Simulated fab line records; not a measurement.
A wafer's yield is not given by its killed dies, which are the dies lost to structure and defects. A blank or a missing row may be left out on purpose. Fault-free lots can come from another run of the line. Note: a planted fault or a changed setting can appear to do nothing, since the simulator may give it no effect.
A single fault, viewed from 2 desks    flow sky130    every desk sees just its own numbers, and what lay behind them comes last

DESK OF THE TOOL OWNER: ilineStepper-02
The tool's own readings at SKY_SONOS_ONO_EXPOSE_10 (exposes mask ONOM, target cd 410 nm): means of the sampled wafers that have a number, for each lot that ran on this tool. A lot is out of limits, marked OUT, if its mean lies more than 4 standard deviations from the usual mean; the brackets give that distance.
Columns: A = exposureDoseMJCm2 at SKY_SONOS_ONO_EXPOSE_10, usual 149.96
lot   first seen here  A
L287  day 12 10:31     149.82
L294  day 14 07:22     150.06
L299  day 16 16:22     156.66 (+45) OUT
L300  day 16 16:48     156.51 (+44) OUT
Finding of this desk: L299, L300 out of limits; the first was L299 at day 16 16:22, on exposureDoseMJCm2 at SKY_SONOS_ONO_EXPOSE_10. L287, L294 stayed within limits.

THE METROLOGY DESK
What the gauges read, lot by lot, whatever tool the lot ran on: means of the sampled wafers that have a number. A lot is out of limits, marked OUT, if its mean lies more than 4 standard deviations from the usual mean; the brackets give that distance.
Columns: A = FIELD_ISO_CVD_24_THK at SKY_FIELD_ISO_THK_MEAS_25, usual 593 nm; B = VT_ADJUST_HVTR_OVL at SKY_VT_ADJUST_HVTR_OVL_MEAS_08, usual -0.7 nm; C = cdNm at SKY_SONOS_ONO_CD_MEAS_13, usual 410.1 nm
lot   first seen here  A    B     C
L287  day 2 11:05      590  -0.5  410.9
L288  day 2 15:38      598  -1.4  409.8
L292  day 3 10:41      594  0.4   407.9
L294  day 3 22:01      603  0.1   408.3
L298  day 4 16:16      592  -0.8  410.4
L299  day 5 00:36      587  -1.1  400.0 (-5.1) OUT
L300  day 5 07:37      594  -0.2  399.3 (-5.4) OUT
L303  day 5 20:09      596  -1.2  411.8
L304  day 5 23:39      592  -0.9  409.4
L307  day 6 16:02      602  -1.3  408.9
L309  day 7 01:31      586  -1.6  410.9
L310  day 7 08:10      600  0.8   410.8
Finding of this desk: L299, L300 out of limits; the first was L299 at day 17 06:02, on cdNm at SKY_SONOS_ONO_CD_MEAS_13. L287, L288, L292, L294, L298, L303, L304, L307, L309, L310 stayed within limits.

ALL TOGETHER
On L299, L300, at day 16 16:22, an alarm was possible from the tool owner's desk.
An alarm was possible from the metrology desk at day 17 06:02, on L299, L300.
All the named lots went through SKY_SONOS_ONO_EXPOSE_10 on ilineStepper-02.

WHAT WAS PUT IN BY THE SIMULATOR
Process parameter drift: ilineStepper-02, from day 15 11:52 on, at SKY_SONOS_ONO_EXPOSE_10. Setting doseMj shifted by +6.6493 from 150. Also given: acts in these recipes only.
Shown lots that were struck: L299, L300.
Delay (hours) between the fault's onset and each desk's first out-of-limits reading: 28 at the tool owner's desk, 42 at the metrology desk.
